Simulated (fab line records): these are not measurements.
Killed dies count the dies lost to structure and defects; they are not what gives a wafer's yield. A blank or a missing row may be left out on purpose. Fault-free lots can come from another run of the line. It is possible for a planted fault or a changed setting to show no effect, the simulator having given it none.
fab line records	flow gf180mcu	part 1 of 2: steps 1 to 28 of 37
record: lots: 5	wafers: 15	lastDay: 34
route steps=602 shown M5@532 V5@540 TOP_METAL@567
lots that met no fault: taken from a fault-free run of the same line
startH: start of the lot's first displayed wafer, in hours after the record's first day	waitH: hours from the lot's prior step to this one	" as in the row above	L1.1+2: one row covering several wafers at once	- either no value or no given start	* or withheld: withheld	< > ~ a bound
route shown NAME@n: names a module that has steps shown in the file, with the first one's number in the route	usual: average and standard deviation across the fault-free wafers	same: alike in all rows	chamber/n: place in a boat	sites: readings site by site	_std_site: standard deviation across them	_edge_site: the outer-site mean with the inner-site mean subtracted	radiusMm: how far each site lies from the wafer's centre	mask NAME#n: copy n	behind: the last tool/chamber to shape the wafer	hold: why the lot was held/for how many hours/how that ended	device: names the non-switching transistor (n, p or np)	end of line: at the end of the route, the tests of the same wafers	a step given without rows: its recipe and nothing more	killed: not the wafer's yield, but the dies lost to structure and defects at the first sort	map: a wafer's dies, marking killed ones x, the rest . and places with no die _
set.NAME: the setting that was run; set.NAME@STEP: the one run at that earlier step	model.NAME: the simulator's own value behind a step, which no gauge read
lots at selected steps of the route; one table per step, one row per wafer
services: a tool's chamber out of use, with start hour (startH, from the record's first day; less than 0 if before it), hours out, and reason
== steps ==
step: GF_M5_DEVELOP_06
recipe: developTimeS: 60	devTempC: 21
lot.wafer	tool	chamber	startH	waitH
L078.3+4+6	lithoTrack-01	0	643.00	0.1
L080.1+2+6	lithoTrack-02	0	664.45	0.2
L085.1+4+5	lithoTrack-04	0	703.71	0.2
L092.1+3+4	lithoTrack-01	0	743.30	0.2
L097.1+4+5	lithoTrack-02	0	762.94	0.2
step: GF_M5_CD_MEAS_07
recipe: targetCdNm: 280
usual: cdNm: 279.6/1.1
lot.wafer	tool	chamber	startH	waitH	cdNm
L078.3	cdSem-01	-	643.14	0.1	279.3
L078.4	"	-	"	"	278.9
L078.6	"	-	"	"	279.4
L080.1	cdSem-01	-	664.60	0.1	279.9
L080.2	"	-	"	"	282.2
L080.6	"	-	"	"	280.8
L085.1	cdSem-01	-	703.86	0.1	280.5
L085.4	"	-	"	"	278.8
L085.5	"	-	"	"	279.3
L092.1	cdSem-02	-	743.45	0.1	277.9
L092.3	"	-	"	"	278.0
L092.4	"	-	"	"	278.5
L097.1	cdSem-02	-	763.09	0.1	280.2
L097.4	"	-	"	"	279.9
L097.5	"	-	"	"	279.9
step: GF_M5_OVL_MEAS_08
usual: M5_OVL: -1/5.7
lot.wafer	tool	chamber	startH	waitH	M5_OVL[nm]
L078.3	overlay-01	-	643.23	0.1	1
L078.4	"	-	"	"	8
L078.6	"	-	"	"	9
L080.1	overlay-02	-	664.72	0.1	6
L080.2	"	-	"	"	0
L080.6	"	-	"	"	0
L085.1	overlay-01	-	703.98	0.1	-4
L085.4	"	-	"	"	-4
L085.5	"	-	"	"	-14
L092.1	overlay-01	-	743.57	0.1	-9
L092.3	"	-	"	"	-6
L092.4	"	-	"	"	-7
L097.1	overlay-01	-	763.21	0.1	2
L097.4	"	-	"	"	4
L097.5	"	-	"	"	-9
step: GF_M5_ETCH_09
recipe: chemistry: CF4/O2	target: Si3N4	targetDepthNm: 52	sourceW: 800	biasW: 150	pressureMtorr: 150	cf4FlowSccm: 80	O2_flow_sccm: 10	timeS: 11.6
usual: drypumpMotorCurrentA: 5.6/0.35	oesProductAu: 1.001/0.0082	throttleValvePct: 5.970/0.0099
lot.wafer	tool	chamber	startH	waitH	drypumpMotorCurrentA	oesProductAu	rfHoursCounterH	throttleValvePct
L078.3	rieDiel-04	1	643.26	0.0	5.7	0.990	9	5.978
L078.4	"	2	"	"	5.6	0.989	30	5.972
L078.6	"	0	"	"	5.3	1.003	-	5.975
L080.1	rieDiel-01	1	664.75	0.0	5.9	0.998	20	5.973
L080.2	"	0	"	"	5.5	0.996	2	5.962
L080.6	"	3	"	"	6.0	1.001	-	5.977
L085.1	rieDiel-02	1	704.02	0.0	6.1	1.013	39	5.977
L085.4	"	2	"	"	5.3	0.996	17	5.967
L085.5	"	2	"	"	5.3	0.993	-	5.973
L092.1	rieDiel-02	1	743.60	0.0	6.1	1.021	40	5.967
L092.3	"	2	"	"	5.3	1.006	19	5.983
L092.4	"	0	"	"	5.9	1.001	25	5.970
L097.1	rieDiel-04	0	763.25	0.0	5.3	1.001	25	5.959
L097.4	"	2	"	"	5.6	0.987	35	5.965
L097.5	"	3	"	"	5.2	0.989	-	5.965
step: GF_M5_METAL_ETCH_10
recipe: chemistry: Cl2/BCl3	maskMaterial: KrF	targetDepthNm: 750.8	stopOn: SiO2	pressureMtorr: 8	icpW: 800	biasW: 140	Cl2_flow_sccm: 80	bcl3FlowSccm: 40	timeS: 125.1
usual: bcl3FlowSccm: 39.96/0.12	drypumpMotorCurrentA: 5.8/0.32	heBacksideLeakSccm: 3.40/0.22	oesProductAu: 0.989/0.0057	throttleValvePct: 28.231/0.0096
lot.wafer	tool	chamber	startH	waitH	bcl3FlowSccm	drypumpMotorCurrentA	heBacksideLeakSccm	oesProductAu	rfHoursCounterH	throttleValvePct
L078.3	rieMetal-01	1	643.32	0.1	39.84	5.6	3.40	0.997	-	28.230
L078.4	"	0	"	"	39.95	5.2	2.95	0.987	-	28.238
L078.6	"	0	"	"	39.92	5.2	2.98	0.982	-	28.226
L080.1	rieMetal-02	1	664.77	0.0	39.91	5.8	2.95	0.982	3	28.243
L080.2	"	1	"	"	39.86	5.8	2.92	0.998	-	28.218
L080.6	"	1	"	"	39.98	5.8	3.05	0.988	-	28.222
L085.1	rieMetal-02	0	704.04	0.0	39.92	6.4	3.54	0.979	1	28.232
L085.4	"	1	"	"	40.02	5.8	3.09	0.988	-	28.237
L085.5	"	0	"	"	40.01	6.5	3.43	0.988	-	28.231
L092.1	rieMetal-03	0	743.63	0.0	39.92	6.0	3.64	0.990	12	28.252
L092.3	"	1	"	"	40.09	5.6	3.61	0.988	-	28.227
L092.4	"	0	"	"	39.90	5.9	3.51	0.994	-	28.214
L097.1	rieMetal-03	0	763.27	0.0	40.14	6.0	3.72	0.985	13	28.238
L097.4	"	1	"	"	40.07	5.7	3.35	0.997	-	28.210
L097.5	"	1	"	"	39.91	5.6	3.32	0.996	-	28.224
step: GF_M5_STRIP_11
recipe: chemistry: O2/N2	powerW: 1400	pressureMtorr: 1500	platenTempC: 250	o2FlowSccm: 3000	n2FlowSccm: 300	overashFraction: 0.5
usual: drypumpMotorCurrentA: 5.7/0.45	heaterPowerW: 327/24	oesProductAu: 0.525/0.0047	stripTimeToEndpointS: 7.07/0.038
lot.wafer	tool	chamber	startH	waitH	drypumpMotorCurrentA	heaterPowerW	oesProductAu	rfHoursCounterH	stripTimeToEndpointS
L078.3	plasmaAsher-02	1	643.44	0.1	5.6	339	0.526	-	7.12
L078.4	"	0	"	"	6.1	355	0.531	-	7.18
L078.6	"	0	"	"	6.1	345	0.527	-	7.16
L080.1	plasmaAsher-03	0	665.03	0.2	4.9	339	0.524	101	7.09
L080.2	"	1	"	"	5.4	320	0.522	101	7.05
L080.6	"	0	"	"	4.9	344	0.536	-	7.06
L085.1	plasmaAsher-03	0	704.17	0.1	4.9	344	0.531	106	7.13
L085.4	"	1	"	"	5.4	324	0.526	-	7.10
L085.5	"	1	"	"	5.4	321	0.519	-	7.06
L092.1	plasmaAsher-02	1	743.76	0.1	5.6	344	0.525	64	7.03
L092.3	"	1	"	"	5.6	344	0.527	-	7.04
L092.4	"	0	"	"	6.1	354	0.525	-	7.08
L097.1	plasmaAsher-02	0	763.40	0.1	6.1	346	0.522	66	7.02
L097.4	"	0	"	"	6.1	339	0.524	-	6.99
L097.5	"	0	"	"	6.1	343	0.522	-	7.00
step: GF_M5_STRIP_12
recipe: chemistry: postEtchResidueRemover	timeS: 1200	tempC: 72.5
usual: bathHeatDutyPct: 15.0/1.9
lot.wafer	tool	chamber	startH	waitH	bathHeatDutyPct
L078.3	wetBench-02	1	643.51	0.0	19.5
L078.4	"	1	"	"	17.1
L078.6	"	1	"	"	17.7
L080.1	wetBench-04	3	665.16	0.1	15.7
L080.2	"	3	"	"	15.1
L080.6	"	3	"	"	16.4
L085.1	wetBench-02	0	704.27	0.1	18.2
L085.4	"	0	"	"	17.2
L085.5	"	0	"	"	16.8
L092.1	wetBench-03	0	743.86	0.1	13.4
L092.3	"	0	"	"	15.2
L092.4	"	0	"	"	17.7
L097.1	wetBench-02	2	763.50	0.1	14.5
L097.4	"	2	"	"	14.9
L097.5	"	2	"	"	15.4
step: GF_M5_CLEAN_13
recipe: chemistry: DIW	dry: n2Spin
lot.wafer	tool	chamber	startH	waitH
L078.3+4+6	wetBench-03	2	643.85	0.0
L080.1+2+6	wetBench-02	1	665.53	0.0
L085.1+4+5	wetBench-04	0	704.64	0.0
L092.1+3+4	wetBench-04	0	744.20	0.0
L097.1+4+5	wetBench-04	2	763.84	0.0
step: GF_V5_CVD_00
recipe: material: SiO2	targetThkNm: 300	sigmaOpenFrac: 0.3	tempC: 400	timeS: 50	sih4FlowSccm: 60	pressureMtorr: 6
lot.wafer	tool	chamber	startH	waitH
L078.3+4+6	hdpcvd-02	2,1,2	643.95	0.0
L080.1+2+6	hdpcvd-01	2,1,1	665.63	0.0
L085.1+4+5	hdpcvd-02	0,0,2	704.73	0.0
L092.1+3+4	hdpcvd-01	2,0,2	744.30	0.0
L097.1+4+5	hdpcvd-02	0,0,1	763.94	0.0
step: GF_V5_THK_MEAS_01
recipe: reads: SiO2_of_V5_CVD_00
usual: V5_CVD_00_THK: 299.3/2.6
lot.wafer	tool	chamber	startH	waitH	V5_CVD_00_THK[nm]
L078.3	filmMetro-01	-	644.04	0.1	296.8
L078.4	"	-	"	"	303.8
L078.6	"	-	"	"	296.7
L080.1	filmMetro-01	-	665.68	0.0	299.3
L080.2	"	-	"	"	301.5
L080.6	"	-	"	"	298.6
L085.1	filmMetro-04	-	704.78	0.0	297.7
L085.4	"	-	"	"	295.9
L085.5	"	-	"	"	295.9
L092.1	filmMetro-01	-	744.34	0.0	297.7
L092.3	"	-	"	"	297.8
L092.4	"	-	"	"	297.7
L097.1	filmMetro-02	-	763.98	0.0	302.5
L097.4	"	-	"	"	296.9
L097.5	"	-	"	"	306.4
step: GF_V5_CVD_02
recipe: material: SiO2	targetThkNm: 1450	precursor: TEOS	tempC: 400	timeS: 163.28	rfW: 600
usual: heaterPowerW: 657/87
lot.wafer	tool	chamber	startH	waitH	heaterPowerW
L078.3	pecvd-04	0	644.08	0.0	578
L078.4	"	2	"	"	603
L078.6	"	0	"	"	470
L080.1	pecvd-03	1	665.74	0.1	708
L080.2	"	0	"	"	724
L080.6	"	2	"	"	621
L085.1	pecvd-04	2	704.84	0.1	741
L085.4	"	2	"	"	609
L085.5	"	0	"	"	473
L092.1	pecvd-03	1	744.40	0.1	624
L092.3	"	2	"	"	697
L092.4	"	1	"	"	742
L097.1	pecvd-04	0	764.04	0.1	542
L097.4	"	2	"	"	707
L097.5	"	0	"	"	590
step: GF_V5_THK_MEAS_03
recipe: reads: SiO2_of_V5_CVD_02
usual: V5_CVD_02_THK: 1449/18
lot.wafer	tool	chamber	startH	waitH	V5_CVD_02_THK[nm]
L078.3	filmMetro-02	-	644.20	0.1	1449
L078.4	"	-	"	"	1491
L078.6	"	-	"	"	1490
L080.1	filmMetro-02	-	665.84	0.1	1449
L080.2	"	-	"	"	1446
L080.6	"	-	"	"	1462
L085.1	filmMetro-01	-	704.94	0.1	1439
L085.4	"	-	"	"	1450
L085.5	"	-	"	"	1447
L092.1	filmMetro-02	-	744.51	0.1	1422
L092.3	"	-	"	"	1428
L092.4	"	-	"	"	1437
L097.1	filmMetro-02	-	764.15	0.1	1454
L097.4	"	-	"	"	1482
L097.5	"	-	"	"	1461
step: GF_V5_CMP_04
recipe: material: SiO2	downForcePsi: 4	platenRpm: 60	padVelocityMS: 0.94248
usual: motorCurrentA: 11.8/1.1	retainingRingPressureFrac: 1.000/0.0053	slurryFilterDpKPa: 13.48/0.13	slurryFlowMlMin: 150.1/0.46
lot.wafer	tool	chamber	startH	waitH	motorCurrentA	retainingRingPressureFrac	slurryFilterDpKPa	slurryFlowMlMin
L078.3	cmp-02	3	644.24	0.0	11.6	0.995	13.55	150.1
L078.4	"	0	"	"	10.8	0.996	13.43	149.7
L078.6	"	3	"	"	12.4	0.986	13.44	150.3
L080.2	cmp-01	3	666.02	0.2	12.8	1.007	13.65	149.7
L080.1	"	0	"	"	10.4	0.990	13.59	150.3
L080.6	"	3	"	"	13.4	0.998	13.37	150.1
L085.4	cmp-02	3	705.10	0.1	12.2	1.003	13.59	149.9
L085.1	"	0	"	"	11.4	0.996	13.30	150.3
L085.5	"	1	"	"	12.2	1.005	13.38	149.2
L092.1	cmp-02	2	744.66	0.1	10.9	1.001	13.61	150.4
L092.3	"	3	"	"	11.9	1.007	13.28	149.6
L092.4	"	0	"	"	11.6	1.003	13.34	150.4
L097.1	cmp-02	0	764.27	0.1	10.9	0.996	13.45	150.6
L097.4	"	1	"	"	12.3	1.009	13.41	150.6
L097.5	"	3	"	"	11.7	0.997	13.19	149.7
step: GF_V5_BOW_MEAS_05
recipe: mode: bow
usual: V5_BOW: 136/9.4
lot.wafer	tool	chamber	startH	waitH	V5_BOW[um]
L078.3	filmMetro-02	-	644.58	0.3	134
L078.4	"	-	"	"	135
L078.6	"	-	"	"	146
L080.1	filmMetro-01	-	666.27	0.1	139
L080.2	"	-	"	"	131
L080.6	"	-	"	"	136
L085.1	filmMetro-02	-	705.30	0.1	148
L085.4	"	-	"	"	147
L085.5	"	-	"	"	123
L092.1	filmMetro-04	-	744.91	0.2	110
L092.3	"	-	"	"	137
L092.4	"	-	"	"	137
L097.1	filmMetro-01	-	764.52	0.2	137
L097.4	"	-	"	"	138
L097.5	"	-	"	"	138
step: GF_V5_DEHYDRATE_06
recipe: tempC: 200	timeS: 60
lot.wafer	tool	chamber	startH	waitH
L078.3+4+6	lithoTrack-04	0	653.11	8.5
L080.1+2+6	lithoTrack-04	0	674.71	8.4
L085.1+4+5	lithoTrack-01	0	713.45	8.1
L092.1+3+4	lithoTrack-01	0	752.60	7.7
L097.1+4+5	lithoTrack-01	0	772.00	7.5
step: GF_V5_HMDS_07
recipe: primeTimeS: 60	primeTempC: 120
lot.wafer	tool	chamber	startH	waitH
L078.3+4+6	lithoTrack-04	0	653.26	0.1
L080.1+2+6	lithoTrack-04	0	674.86	0.1
L085.1+4+5	lithoTrack-01	0	713.60	0.1
L092.1+3+4	lithoTrack-01	0	752.75	0.1
L097.1+4+5	lithoTrack-01	0	772.15	0.1
step: GF_V5_COAT_08
recipe: resist: BARC	tempC: withheld	timeS: withheld	spinRpm: withheld	resistThkNm: withheld
lot.wafer	tool	chamber	startH	waitH
L078.3+4+6	lithoTrack-04	0	653.41	0.1
L080.1+2+6	lithoTrack-04	0	675.01	0.1
L085.1+4+5	lithoTrack-01	0	713.75	0.1
L092.1+3+4	lithoTrack-01	0	752.90	0.1
L097.1+4+5	lithoTrack-01	0	772.30	0.1
step: GF_V5_COAT_09
recipe: resist: KrF	spinRpm: withheld	resistThkNm: 1000
lot.wafer	tool	chamber	startH	waitH
L078.3+4+6	lithoTrack-04	0	-	-
L080.1+2+6	lithoTrack-04	0	-	-
L085.1+4+5	lithoTrack-01	0	-	-
L092.1+3+4	lithoTrack-01	0	-	-
L097.1+4+5	lithoTrack-01	0	-	-
step: GF_V5_SOFTBAKE_10
recipe: tempC: 130	timeS: 60	resist: KrF
lot.wafer	tool	chamber	startH	waitH
L078.3+4+6	lithoTrack-04	0	-	-
L080.1+2+6	lithoTrack-04	0	-	-
L085.1+4+5	lithoTrack-01	0	-	-
L092.1+3+4	lithoTrack-01	0	-	-
L097.1+4+5	lithoTrack-01	0	-	-
step: GF_V5_EXPOSE_11
recipe: maskId: Via5	targetCdNm: 260	na: 0.68	sourceShape: conventional	sigmaOuter: 0.6	doseMj: 38
lot.wafer	tool	chamber	startH	waitH	mask
L078.3+4+6	krfScanner-01	0	-	-	Via5#0
L080.1+2+6	krfScanner-02	0	-	-	Via5#0
L085.1+4+5	krfScanner-02	0	-	-	Via5#0
L092.1+3+4	krfScanner-02	0	-	-	Via5#0
L097.1+4+5	krfScanner-02	0	-	-	Via5#0
step: GF_V5_PEB_12
recipe: pebTempC: 135	pebTimeS: 90	resist: KrF
lot.wafer	tool	chamber	startH	waitH
L078.3+4+6	lithoTrack-01	0	-	-
L080.1+2+6	lithoTrack-03	0	-	-
L085.1+4+5	lithoTrack-01	0	-	-
L092.1+3+4	lithoTrack-01	0	-	-
L097.1+4+5	lithoTrack-03	0	-	-
step: GF_V5_DEVELOP_13
recipe: developTimeS: 60	resist: KrF	devTempC: 21
lot.wafer	tool	chamber	startH	waitH
L078.3+4+6	lithoTrack-01	0	663.80	0.1
L080.1+2+6	lithoTrack-03	0	685.56	0.2
L085.1+4+5	lithoTrack-01	0	723.45	0.2
L092.1+3+4	lithoTrack-01	0	761.85	0.2
L097.1+4+5	lithoTrack-03	0	780.31	0.2
step: GF_V5_CD_MEAS_14
recipe: targetCdNm: 260
usual: cdNm: 260.0/1.2
lot.wafer	tool	chamber	startH	waitH	cdNm
L078.3	cdSem-01	-	663.94	0.1	261.5
L078.4	"	-	"	"	261.7
L078.6	"	-	"	"	261.1
L080.1	cdSem-02	-	685.71	0.1	258.9
L080.2	"	-	"	"	259.8
L080.6	"	-	"	"	259.9
L085.1	cdSem-01	-	723.60	0.1	261.5
L085.4	"	-	"	"	261.0
L085.5	"	-	"	"	260.0
L092.1	cdSem-02	-	762.00	0.1	259.5
L092.3	"	-	"	"	258.9
L092.4	"	-	"	"	258.8
L097.1	cdSem-01	-	780.46	0.1	259.2
L097.4	"	-	"	"	260.1
L097.5	"	-	"	"	259.9
step: GF_V5_OVL_MEAS_15
usual: V5_OVL: -3/5
lot.wafer	tool	chamber	startH	waitH	V5_OVL[nm]
L078.3	overlay-01	-	664.03	0.1	-4
L078.4	"	-	"	"	-11
L078.6	"	-	"	"	1
L080.1	overlay-01	-	685.83	0.1	-3
L080.2	"	-	"	"	0
L080.6	"	-	"	"	-2
L085.1	overlay-01	-	723.72	0.1	-5
L085.4	"	-	"	"	-6
L085.5	"	-	"	"	-8
L092.1	overlay-01	-	762.12	0.1	-5
L092.3	"	-	"	"	-14
L092.4	"	-	"	"	-1
L097.1	overlay-01	-	780.58	0.1	-5
L097.4	"	-	"	"	-2
L097.5	"	-	"	"	-1
step: GF_V5_ETCH_16
recipe: chemistry: N2/H2	targetDepthA: withheld	overetchA: withheld	timeS: withheld	target: BARC	ionEnergyEv: 200	sourceW: 500	biasW: 100	pressureMtorr: 30	n2FlowSccm: 100	h2FlowSccm: 200
usual: drypumpMotorCurrentA: 5.6/0.42	oesProductAu: 0.854/0.005	throttleValvePct: 13.225/0.0092
lot.wafer	tool	chamber	startH	waitH	drypumpMotorCurrentA	oesProductAu	throttleValvePct
L078.3	rieDiel-02	0	664.06	0.0	5.9	0.850	13.210
L078.4	"	3	"	"	4.8	0.852	13.249
L078.6	"	3	"	"	4.8	0.849	13.220
L080.1	rieDiel-03	1	685.87	0.0	6.0	0.850	13.241
L080.2	"	0	"	"	5.7	0.854	13.219
L080.6	"	1	"	"	5.9	0.857	13.228
L085.1	rieDiel-04	0	723.76	0.0	5.3	0.858	13.233
L085.4	"	0	"	"	5.3	0.841	13.240
L085.5	"	2	"	"	5.6	0.857	13.223
L092.1	rieDiel-04	0	762.15	0.0	5.3	0.858	13.216
L092.3	"	2	"	"	5.6	0.855	13.237
L092.4	"	1	"	"	5.8	0.858	13.221
L097.1	rieDiel-02	0	780.61	0.0	6.0	0.857	13.218
L097.4	"	2	"	"	5.3	0.856	13.212
L097.5	"	3	"	"	4.8	0.871	13.233
step: GF_V5_ETCH_17
recipe: chemistry: C4F8/O2/Ar	maskMaterial: KrF	target: SiO2	stopOn: TiN	sourceW: 1500	biasW: 1200	pressureMtorr: 40	c4f8FlowSccm: withheld	O2_flow_sccm: 6	Ar_flow_sccm: 300	timeS: withheld	targetDepthA: 8550
usual: oesProductAu: 0.860/0.0043
lot.wafer	tool	chamber	startH	waitH	oesProductAu
L078.3	rieDiel-02	0	-	-	0.859
L078.4	"	3	"	"	0.859
L078.6	"	3	"	"	0.858
L080.1	rieDiel-03	1	-	-	0.867
L080.2	"	0	"	"	0.867
L080.6	"	1	"	"	0.854
L085.1	rieDiel-04	0	-	-	0.857
L085.4	"	0	"	"	0.853
L085.5	"	2	"	"	0.853
L092.1	rieDiel-04	0	-	-	0.867
L092.3	"	2	"	"	0.860
L092.4	"	1	"	"	0.865
L097.1	rieDiel-02	0	-	-	0.864
L097.4	"	2	"	"	0.860
L097.5	"	3	"	"	0.858
step: GF_V5_STRIP_18
recipe: chemistry: O2/N2	powerW: 1400	pressureMtorr: 1500	platenTempC: 250	o2FlowSccm: 3000	n2FlowSccm: 300	overashFraction: 0.5
usual: drypumpMotorCurrentA: 5.8/0.33	heaterPowerW: 323/35	oesProductAu: 0.568/0.0043
lot.wafer	tool	chamber	startH	waitH	drypumpMotorCurrentA	heaterPowerW	oesProductAu	rfHoursCounterH
L078.3	plasmaAsher-01	1	664.24	-	6.2	290	0.574	-
L078.4	"	0	"	"	6.0	301	0.564	-
L078.6	"	1	"	"	6.2	282	0.569	-
L080.1	plasmaAsher-04	0	686.02	-	5.2	380	0.567	92
L080.2	"	1	"	"	5.8	305	0.568	92
L080.6	"	0	"	"	5.2	376	0.569	-
L085.1	plasmaAsher-01	1	723.91	-	6.1	281	0.568	31
L085.4	"	0	"	"	6.0	288	0.567	-
L085.5	"	0	"	"	6.0	288	0.566	-
L092.1	plasmaAsher-02	0	762.31	-	6.1	342	0.571	66
L092.3	"	1	"	"	5.6	345	0.569	-
L092.4	"	0	"	"	6.1	355	0.572	-
L097.1	plasmaAsher-01	1	780.77	-	6.1	283	0.569	37
L097.4	"	0	"	"	6.1	292	0.566	-
L097.5	"	1	"	"	6.1	277	0.575	-
step: GF_V5_STRIP_19
recipe: chemistry: postEtchResidueRemover	timeS: 1200	tempC: 72.5
usual: bathHeatDutyPct: 14.3/1.5
lot.wafer	tool	chamber	startH	waitH	bathHeatDutyPct
L078.3	wetBench-03	1	664.31	0.0	12.1
L078.4	"	1	"	"	12.5
L078.6	"	1	"	"	13.2
L080.1	wetBench-03	1	686.12	0.1	12.1
L080.2	"	1	"	"	12.2
L080.6	"	1	"	"	13.5
L085.1	wetBench-03	3	724.01	0.1	12.4
L085.4	"	3	"	"	12.6
L085.5	"	3	"	"	11.2
L092.1	wetBench-01	3	762.41	0.1	13.6
L092.3	"	3	"	"	13.3
L092.4	"	3	"	"	13.7
L097.1	wetBench-03	2	780.87	0.1	12.4
L097.4	"	2	"	"	13.1
L097.5	"	2	"	"	13.6
